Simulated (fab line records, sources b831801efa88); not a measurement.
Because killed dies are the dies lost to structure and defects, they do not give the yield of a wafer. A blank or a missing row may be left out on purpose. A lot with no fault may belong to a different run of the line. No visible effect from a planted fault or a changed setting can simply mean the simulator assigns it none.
fab line records    flow sky130
record: lots: 6  wafers: 18  last_day: 50
route steps=708 shown NWELL@82 PWDE@84 VT_ADJUST_HVTP@85 VT_ADJUST_LVTN@97 PAD_OPEN@708
lots untouched by any fault: they come from a run of this same line in which no faults occurred
start_h: start of the lot's first displayed wafer, in hours after the record's first day    wait_h: how many hours have passed since the lot's step before this one    " repeats the value in the row above    L1.1+2: a single row standing in for several wafers    - value missing, or start not given    * or withheld: withheld    < > ~ a bound
route shown NAME@n: a module of which the file shows steps, and the number in the route of the first    usual: mean and standard deviation over wafers with no fault    same: alike in all rows    chamber/n: place in a boat    sites: the reading at each site    _std_site: their standard deviation    _edge_site: outer sites' mean less inner sites'    radius_mm: for every site, how far away it sits from the centre of the wafer    mask NAME#n: copy n    behind: the tool/chamber that last shaped the wafer    hold: what put the lot on hold/how long, in hours/how the hold closed    device: the transistor (n, p or np) that didn't switch    end of line: the same wafers' tests at the end of the route    for a step that has no rows: nothing shown but its recipe    killed: count of dies lost to structure and defects at first sort (not the wafer's yield)    map: per-die view of a wafer (x killed, . not killed, _ where there is no die)
set.NAME: the run value of the setting; set.NAME@STEP: its run value at that earlier step    model.NAME: the simulator's own value behind a step, which no gauge read
certain route steps with their lots: each step a table, each wafer a row
services: the hour from which a tool's chamber was out of use, counted from the record's first day as start_h (under 0 if before that day), plus the number of hours and why
== steps ==
step: SKY_NWELL_RS_MEAS_29
recipe: thk_meas_gauge: four-point-probe
usual: NWELL_RS: 619.2/1.6
lot.wafer  tool           chamber  start_h  wait_h  NWELL_RS[ohm/sq]
L346.1     film_metro-03  -        140.53   0.1     619.4
L346.3     "              -        "        "       617.2
L346.6     "              -        "        "       620.4
L351.1     film_metro-04  -        167.67   0.2     618.7
L351.4     "              -        "        "       619.8
L351.5     "              -        "        "       620.2
L352.1     film_metro-01  -        175.69   0.2     619.3
L352.2     "              -        "        "       618.9
L352.4     "              -        "        "       620.7
L354.2     film_metro-01  -        185.02   0.2     617.8
L354.4     "              -        "        "       618.6
L354.6     "              -        "        "       617.1
L359.3     film_metro-04  -        216.43   0.1     619.0
L359.4     "              -        "        "       618.3
L359.6     "              -        "        "       617.6
L364.1     film_metro-03  -        243.73   0.1     620.7
L364.3     "              -        "        "       619.5
L364.4     "              -        "        "       619.6
step: SKY_NWELL_RS_MEAS_31
recipe: thk_meas_gauge: four-point-probe
usual: PWDE_RS: 5268/18
lot.wafer  tool           chamber  start_h  wait_h  PWDE_RS[ohm/sq]
L346.1     film_metro-03  -        140.77   0.1     5311
L346.3     "              -        "        "       5270
L346.6     "              -        "        "       5285
L351.1     film_metro-04  -        167.91   0.1     5263
L351.4     "              -        "        "       5296
L351.5     "              -        "        "       5283
L352.1     film_metro-01  -        175.93   0.1     5256
L352.2     "              -        "        "       5267
L352.4     "              -        "        "       5272
L354.2     film_metro-01  -        185.26   0.1     5263
L354.4     "              -        "        "       5268
L354.6     "              -        "        "       5250
L359.3     film_metro-04  -        216.67   0.1     5266
L359.4     "              -        "        "       5279
L359.6     "              -        "        "       5267
L364.1     film_metro-03  -        243.97   0.1     5277
L364.3     "              -        "        "       5256
L364.4     "              -        "        "       5255
step: SKY_VT_ADJUST_HVTP_DEHYDRATE_00
recipe: temp_c: 200  time_s: 60
step: SKY_VT_ADJUST_HVTP_HMDS_01
recipe: prime_time_s: 60  prime_temp_c: 120
step: SKY_VT_ADJUST_HVTP_COAT_02
recipe: resist: NOVOLAK  spin_rpm: 3000  resist_thk_nm: 1140
step: SKY_VT_ADJUST_HVTP_SOFTBAKE_03
recipe: temp_c: 90  time_s: 60  resist: NOVOLAK
step: SKY_VT_ADJUST_HVTP_EXPOSE_04
recipe: mask_id: HVTPM  na: 0.6  source_shape: conventional  sigma_outer: 0.6  polarization: unpolarized  target_cd_nm: 380  dose_mj: 140
step: SKY_VT_ADJUST_HVTP_PEB_05
recipe: temp_c: withheld  time_s: *  resist: NOVOLAK
step: SKY_VT_ADJUST_HVTP_DEVELOP_06
recipe: resist: NOVOLAK  developer: TMAH  develop_time_s: 60  dev_temp_c: 23
step: SKY_VT_ADJUST_HVTP_CD_MEAS_07
recipe: target_cd_nm: 380
usual: cd_nm: 381.1/2.9
lot.wafer  tool       chamber  start_h  wait_h  cd_nm
L346.1     cd_sem-01  -        159.97   0.1     383.8
L346.3     "          -        "        "       381.6
L346.6     "          -        "        "       383.2
L351.1     cd_sem-02  -        188.45   0.1     378.4
L351.4     "          -        "        "       380.8
L351.5     "          -        "        "       380.6
L352.1     cd_sem-01  -        196.40   0.1     379.6
L352.2     "          -        "        "       381.7
L352.4     "          -        "        "       382.0
L354.2     cd_sem-02  -        206.76   0.1     381.4
L354.4     "          -        "        "       382.9
L354.6     "          -        "        "       380.8
L359.3     cd_sem-01  -        238.36   0.1     380.2
L359.4     "          -        "        "       379.6
L359.6     "          -        "        "       380.0
L364.1     cd_sem-01  -        267.59   0.1     384.3
L364.3     "          -        "        "       383.1
L364.4     "          -        "        "       379.8
step: SKY_VT_ADJUST_HVTP_OVL_MEAS_08
usual: VT_ADJUST_HVTP_OVL: 0.3/1.3
lot.wafer  tool        chamber  start_h  wait_h  VT_ADJUST_HVTP_OVL[nm]
L346.1     overlay-02  -        160.09   0.1     -0.9
L346.3     "           -        "        "       -2.6
L346.6     "           -        "        "       -2.1
L351.1     overlay-01  -        188.57   0.1     2.7
L351.4     "           -        "        "       0.7
L351.5     "           -        "        "       -0.1
L352.1     overlay-01  -        196.52   0.1     2.6
L352.2     "           -        "        "       1.0
L352.4     "           -        "        "       2.9
L354.2     overlay-02  -        206.87   0.1     -2.0
L354.4     "           -        "        "       -1.7
L354.6     "           -        "        "       -1.1
L359.3     overlay-01  -        238.45   0.1     -1.0
L359.4     "           -        "        "       1.2
L359.6     "           -        "        "       0.3
L364.1     overlay-01  -        267.71   0.1     0.7
L364.3     "           -        "        "       2.0
L364.4     "           -        "        "       0.7
step: SKY_VT_ADJUST_HVTP_IMPLANT_09
recipe: species: As  energy_kev: 150  dose_cm2: 4.3e+12  tilt_deg: withheld
usual: beam_energy_keV: 150.01/0.047
lot.wafer  tool          chamber  start_h  wait_h  beam_energy_keV
L346.1     implanter-01  0        160.13   0.0     149.95
L346.3     "             0        "        "       150.02
L346.6     "             0        "        "       150.00
L351.1     implanter-01  0        188.61   0.0     150.06
L351.4     "             0        "        "       150.07
L351.5     "             0        "        "       150.01
L352.1     implanter-01  0        196.56   0.0     149.99
L352.2     "             0        "        "       149.97
L352.4     "             0        "        "       149.97
L354.2     implanter-01  0        206.93   0.0     150.03
L354.4     "             0        "        "       150.09
L354.6     "             0        "        "       149.98
L359.3     implanter-04  0        238.53   0.1     149.94
L359.4     "             0        "        "       149.94
L359.6     "             0        "        "       149.97
L364.1     implanter-03  0        267.75   0.0     150.04
L364.3     "             0        "        "       150.01
L364.4     "             0        "        "       150.08
step: SKY_VT_ADJUST_HVTP_STRIP_10
recipe: chemistry: O2/N2  power_w: 1400  pressure_mtorr: 1500  platen_temp_c: withheld  o2_flow_sccm: 3000  n2_flow_sccm: 300  overash_fraction: 0.5
usual: drypump_motor_current_A: 5.6/0.45  n2_flow_sccm: 299.9/0.84  oes_product_au: 0.716/0.0043  strip_time_to_endpoint_s: 14.17/0.048
lot.wafer  tool             chamber  start_h  wait_h  drypump_motor_current_A  n2_flow_sccm  oes_product_au  rf_hours_counter_h  strip_time_to_endpoint_s
L346.1     plasma_asher-02  1        160.28   0.1     4.7                      298.8         0.720           52                  14.22
L346.3     "                0        "        "       5.2                      299.3         0.714           -                   14.20
L346.6     "                1        "        "       4.7                      299.4         0.723           -                   14.23
L351.1     plasma_asher-03  0        188.76   0.1     6.1                      300.8         0.710           7                   14.25
L351.4     "                1        "        "       5.6                      300.8         0.717           -                   14.22
L351.5     "                1        "        "       5.6                      299.6         0.718           -                   14.24
L352.1     plasma_asher-03  0        196.71   0.1     6.1                      299.3         0.720           8                   14.23
L352.2     "                1        "        "       5.6                      300.2         0.716           8                   14.18
L352.4     "                0        "        "       6.1                      299.1         0.716           -                   14.17
L354.2     plasma_asher-01  1        207.05   0.1     6.1                      299.9         0.714           52                  14.19
L354.4     "                1        "        "       6.0                      300.5         0.719           -                   14.13
L354.6     "                1        "        "       6.1                      300.7         0.713           -                   14.14
L359.3     plasma_asher-02  1        238.66   0.1     4.7                      299.7         0.716           -                   14.14
L359.4     "                0        "        "       5.2                      299.8         0.719           -                   14.18
L359.6     "                1        "        "       4.7                      299.0         0.715           -                   14.20
L364.1     plasma_asher-03  1        267.90   0.1     5.6                      299.1         0.712           15                  14.26
L364.3     "                0        "        "       6.1                      300.0         0.716           -                   14.19
L364.4     "                1        "        "       5.6                      299.7         0.707           -                   14.21
step: SKY_VT_ADJUST_HVTP_TW_MEAS_11
usual: VT_ADJUST_HVTP_TW: 1367/11
lot.wafer  tool           chamber  start_h  wait_h  VT_ADJUST_HVTP_TW
L346.1     film_metro-04  -        160.38   0.1     1375
L346.3     "              -        "        "       1375
L346.6     "              -        "        "       1369
L351.1     film_metro-03  -        188.86   0.1     1367
L351.4     "              -        "        "       1370
L351.5     "              -        "        "       1373
L352.1     film_metro-04  -        196.81   0.1     1365
L352.2     "              -        "        "       1315
L352.4     "              -        "        "       1318
L354.2     film_metro-03  -        207.16   0.1     1308
L354.4     "              -        "        "       1317
L354.6     "              -        "        "       1370
L359.3     film_metro-02  -        238.75   0.1     1348
L359.4     "              -        "        "       1346
L359.6     "              -        "        "       1350
L364.1     film_metro-02  -        268.00   0.1     1355
L364.3     "              -        "        "       1356
L364.4     "              -        "        "       1346
step: SKY_VT_ADJUST_LVTN_DEHYDRATE_00
recipe: temp_c: 200  time_s: 60
step: SKY_PAD_OPEN_PROBE_99
usual: killed_at_M0_to_M3: 42/7.4  killed_at_M4_up: 3.5/1.9  killed_at_contacts: 24/5.2  killed_at_front_end: 15/4.5  killed_at_other: 0.2/0.53  killed_dies: 85/9.8  killed_open: 46/7.6  killed_short: 39/6.5
same: gross_dies: 492  killed_at_back_side: 0
lot.wafer  tool       chamber  start_h  wait_h  killed_at_M0_to_M3  killed_at_M4_up  killed_at_contacts  killed_at_front_end  killed_at_other  killed_dies  killed_open  killed_short  model.etest.tip_p.rs_ohm_sq  model.etest.tip_p.rs_ohm_sq_range  model.etest.tip_p.rs_ohm_sq_rim_less_centre  model.etest.pfet_01v8.r_on_ohm_um  model.etest.pfet_01v8.drive_ua_um  model.etest.pfet_01v8_mvt.drive_ua_um  model.etest.pfet_01v8.drive_ua_um_range  model.etest.pfet_01v8_hvt.drive_ua_um
L346.1     prober-01  -        1108.22  0.1     47                  4                28                  7                    2                88           49           39            6822                         188.1                              -101.8                                       3062                               178.5                              145.8                                  11.05                                    133.5
L346.3     prober-01  -        1108.32  0.2     54                  3                32                  20                   0                109          70           39            6836                         133                                -116.9                                       2929                               188.9                              148.9                                  6.601                                    139.6
L346.6     prober-01  -        1108.47  0.2     51                  3                31                  11                   0                96           49           47            6821                         295.5                              -157.5                                       2927                               191.9                              152.6                                  6.358                                    141.2
L351.1     prober-01  -        1151.32  0.1     46                  0                21                  9                    0                76           50           26            6822                         171.8                              -43.94                                       2821                               198.1                              154.8                                  10.86                                    148.5
L351.4     prober-01  -        1151.47  0.2     34                  5                25                  13                   0                77           46           31            6848                         213                                -134.4                                       2914                               191                                153.1                                  4.488                                    141.2
L351.5     prober-01  -        1151.52  0.2     58                  5                22                  16                   0                101          49           52            6883                         79.01                              -42.54                                       2884                               191.3                              152.2                                  8.537                                    143.3
L352.1     prober-02  -        1159.35  0.1     45                  4                23                  15                   0                87           51           36            6790                         172.9                              -59.75                                       2871                               194.1                              154.5                                  14.56                                    142.9
L352.2     prober-02  -        1159.40  0.1     59                  4                23                  11                   0                97           50           47            6194                         738.6                              244.7                                        2661                               225.1                              184.6                                  42.86                                    164.5
L352.4     prober-02  -        1159.50  0.2     46                  6                28                  12                   0                92           42           50            6197                         729.8                              153.4                                        2535                               238.6                              190.2                                  47.3                                     177.3
L354.2     prober-01  -        1160.69  0.1     30                  1                23                  15                   0                69           46           23            6260                         630.4                              344.4                                        2674                               225.2                              182.1                                  38.97                                    162.4
L354.4     prober-01  -        1160.79  0.2     41                  2                20                  19                   0                82           39           43            6250                         745.1                              289.3                                        2681                               222.3                              180.4                                  33.52                                    161
L354.6     prober-01  -        1160.89  0.2     28                  3                23                  10                   0                64           34           30            6924                         235.2                              73.66                                        2904                               194.2                              150.6                                  6.957                                    143.4
L359.3     prober-01  -        1185.30  0.2     37                  5                36                  20                   1                99           62           37            6861                         245.8                              16.79                                        2915                               194                                152.5                                  8.089                                    144.1
L359.4     prober-01  -        1185.35  0.2     47                  4                26                  22                   0                99           50           49            6919                         181.4                              37.99                                        2808                               199.1                              154.1                                  4.803                                    149.7
L359.6     prober-01  -        1185.45  0.2     35                  8                30                  16                   0                89           55           34            6896                         94.25                              31.92                                        2869                               194.9                              152.4                                  4.182                                    146.5
L364.1     prober-01  -        1200.04  0.1     48                  3                26                  16                   0                93           53           40            6723                         240.6                              -158.6                                       2840                               197.9                              156.6                                  9.266                                    149.1
L364.3     prober-01  -        1200.14  0.2     49                  1                25                  22                   0                97           51           46            6716                         244.3                              -98.69                                       2879                               196.5                              155.4                                  3.742                                    146
L364.4     prober-01  -        1200.19  0.2     29                  4                28                  26                   0                87           45           42            6783                         121.6                              17.82                                        2843                               195.9                              155.4                                  5.97                                     147
killed by level:class
L346.1 VIA1:geometric_particle:open=14 LI_CONTACT:geometric_particle:open=11 METAL2:geometric_particle:short=8 VIA3:geometric_particle:open=8 LI_CONTACT:geometric_particle:short=7 CONTACT:geometric_particle:open=5 VIA1:geometric_particle:short=4 VIA3:geometric_particle:short=4
L346.3 VIA1:geometric_particle:open=19 CONTACT:geometric_particle:open=13 LI_CONTACT:geometric_particle:open=12 VIA3:geometric_particle:open=8 POLY_GATE:geometric_particle:short=6 FIELD_ISO:geometric_particle:short=5 VIA1:geometric_particle:short=5 METAL2:geometric_particle:short=5
L346.6 VIA1:geometric_particle:open=11 METAL1:geometric_particle:short=9 CONTACT:geometric_particle:open=8 VIA2:geometric_particle:open=8 CONTACT:geometric_particle:short=6 VIA3:geometric_particle:open=6 LI_CONTACT:geometric_particle:open=5 LOCAL_INTERCONNECT:geometric_particle:short=5
L351.1 VIA1:geometric_particle:open=15 LI_CONTACT:geometric_particle:open=8 VIA2:geometric_particle:open=8 VIA3:geometric_particle:open=7 CONTACT:geometric_particle:open=6 LOCAL_INTERCONNECT:geometric_particle:short=4 METAL2:geometric_particle:short=4 METAL3:geometric_particle:short=4
L351.4 CONTACT:geometric_particle:open=10 LI_CONTACT:geometric_particle:open=9 VIA1:geometric_particle:open=9 VIA1:geometric_particle:short=8 FIELD_ISO:geometric_particle:open=4 POLY_GATE:geometric_particle:open=4 METAL2:geometric_particle:short=4 VIA3:geometric_particle:open=4
L351.5 CONTACT:geometric_particle:open=15 METAL1:geometric_particle:short=10 VIA1:geometric_particle:open=9 VIA2:geometric_particle:open=8 VIA1:geometric_particle:short=8 FIELD_ISO:geometric_particle:short=7 METAL2:geometric_particle:short=6 VIA3:geometric_particle:open=6
L352.1 VIA3:geometric_particle:open=10 VIA1:geometric_particle:open=8 LI_CONTACT:geometric_particle:open=8 CONTACT:geometric_particle:open=8 METAL2:geometric_particle:short=8 METAL1:geometric_particle:short=7 FIELD_ISO:geometric_particle:open=4 FIELD_ISO:geometric_particle:short=4
L352.2 VIA1:geometric_particle:open=14 CONTACT:geometric_particle:short=10 METAL1:geometric_particle:short=8 VIA2:geometric_particle:open=8 VIA3:geometric_particle:open=8 CONTACT:geometric_particle:open=6 METAL2:geometric_particle:short=5 VIA2:geometric_particle:short=5
L352.4 VIA1:geometric_particle:open=9 LI_CONTACT:geometric_particle:open=8 CONTACT:geometric_particle:open=8 VIA1:geometric_particle:short=8 METAL2:geometric_particle:short=8 METAL1:geometric_particle:short=7 VIA3:geometric_particle:open=6 METAL4:geometric_particle:short=5
L354.2 CONTACT:geometric_particle:open=11 VIA3:geometric_particle:open=8 VIA1:geometric_particle:open=8 VIA2:geometric_particle:open=6 LI_CONTACT:geometric_particle:open=5 FIELD_ISO:geometric_particle:open=4 POLY_GATE:geometric_particle:open=4 CONTACT:geometric_particle:short=4
L354.4 VIA1:geometric_particle:open=9 METAL2:geometric_particle:short=8 LI_CONTACT:geometric_particle:open=7 VIA1:geometric_particle:short=7 FIELD_ISO:geometric_particle:short=6 VIA2:geometric_particle:open=6 POLY_GATE:geometric_particle:open=5 CONTACT:geometric_particle:open=5
L354.6 LI_CONTACT:geometric_particle:open=11 METAL1:geometric_particle:short=7 VIA1:geometric_particle:open=6 POLY_GATE:geometric_particle:open=4 VIA3:geometric_particle:open=4 FIELD_ISO:geometric_particle:open=3 LI_CONTACT:geometric_particle:short=3 LOCAL_INTERCONNECT:geometric_particle:short=3
L359.3 CONTACT:geometric_particle:open=12 LI_CONTACT:geometric_particle:open=11 VIA2:geometric_particle:open=9 VIA1:geometric_particle:open=8 FIELD_ISO:geometric_particle:open=6 CONTACT:geometric_particle:short=6 LOCAL_INTERCONNECT:geometric_particle:short=5 METAL1:geometric_particle:short=5
L359.4 VIA1:geometric_particle:open=14 METAL1:geometric_particle:short=8 LI_CONTACT:geometric_particle:open=7 CONTACT:geometric_particle:open=7 POLY_GATE:geometric_particle:short=5 POLY_GATE:geometric_particle:open=5 VIA2:geometric_particle:open=5 LI_CONTACT:geometric_particle:short=4
L359.6 LI_CONTACT:geometric_particle:open=14 VIA1:geometric_particle:open=9 METAL1:geometric_particle:short=7 LOCAL_INTERCONNECT:geometric_particle:short=6 CONTACT:geometric_particle:open=5 VIA2:geometric_particle:open=5 VIA1:geometric_particle:short=4 VIA3:geometric_particle:open=4
L364.1 LI_CONTACT:geometric_particle:open=13 VIA1:geometric_particle:open=12 CONTACT:geometric_particle:open=7 METAL1:geometric_particle:short=7 VIA2:geometric_particle:open=6 VIA3:geometric_particle:open=5 VIA1:geometric_particle:short=4 VIA3:geometric_particle:short=4
L364.3 CONTACT:geometric_particle:open=10 VIA1:geometric_particle:short=9 VIA2:geometric_particle:open=8 VIA1:geometric_particle:open=8 POLY_GATE:geometric_particle:short=7 VIA3:geometric_particle:open=7 POLY_GATE:geometric_particle:open=5 LI_CONTACT:geometric_particle:open=5
L364.4 CONTACT:geometric_particle:open=12 FIELD_ISO:geometric_particle:open=9 FIELD_ISO:geometric_particle:short=8 LOCAL_INTERCONNECT:geometric_particle:short=6 LI_CONTACT:geometric_particle:open=6 METAL3:geometric_particle:short=6 POLY_GATE:geometric_particle:open=4 METAL1:geometric_particle:short=4
== services ==
tool             chamber  start_h  hours  kind
plasma_asher-01  -        172.96   2.8    pm
plasma_asher-01  -        176.38   2.1    repair
plasma_asher-01  -        182.90   1.5    repair
implanter-01     -        191.10   2.1    repair
implanter-04     -        202.92   27.3   pm
implanter-03     -        231.30   9.4    repair
plasma_asher-03  -        235.66   2.8    pm
== key ==
first_sign: step: SKY_VT_ADJUST_HVTP_TW_MEAS_11  reading: VT_ADJUST_HVTP_TW  direction: down  sigmas: 4.9  usual: 1367  struck: 1314
effect none on later readings
model_effect: step: SKY_PAD_OPEN_PROBE_99  value: etest.tip_p.rs_ohm_sq  without: 6873  struck: 6225
met_at SKY_VT_ADJUST_HVTP_IMPLANT_09
struck_wafers L352.2,L352.4,L354.2,L354.4
tester_left_out L352,L354
onset_between 188.61 196.56
fault: kind: process_parameter_drift  tool: implanter-01  chamber: -  onset_h: 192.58  steps: SKY_VT_ADJUST_HVTP_IMPLANT_09  channel: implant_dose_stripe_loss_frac  offset: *  shape: step  end_h: 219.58  scope: struck_wafers_only
tester_left_out: of these lots the tester's yield and bins aren't shown, on N5 and GAA mostly nor the transistor test; their killed dies are dies lost to structure and defects alone, not to doping, threshold or leakage, so they don't give the yield
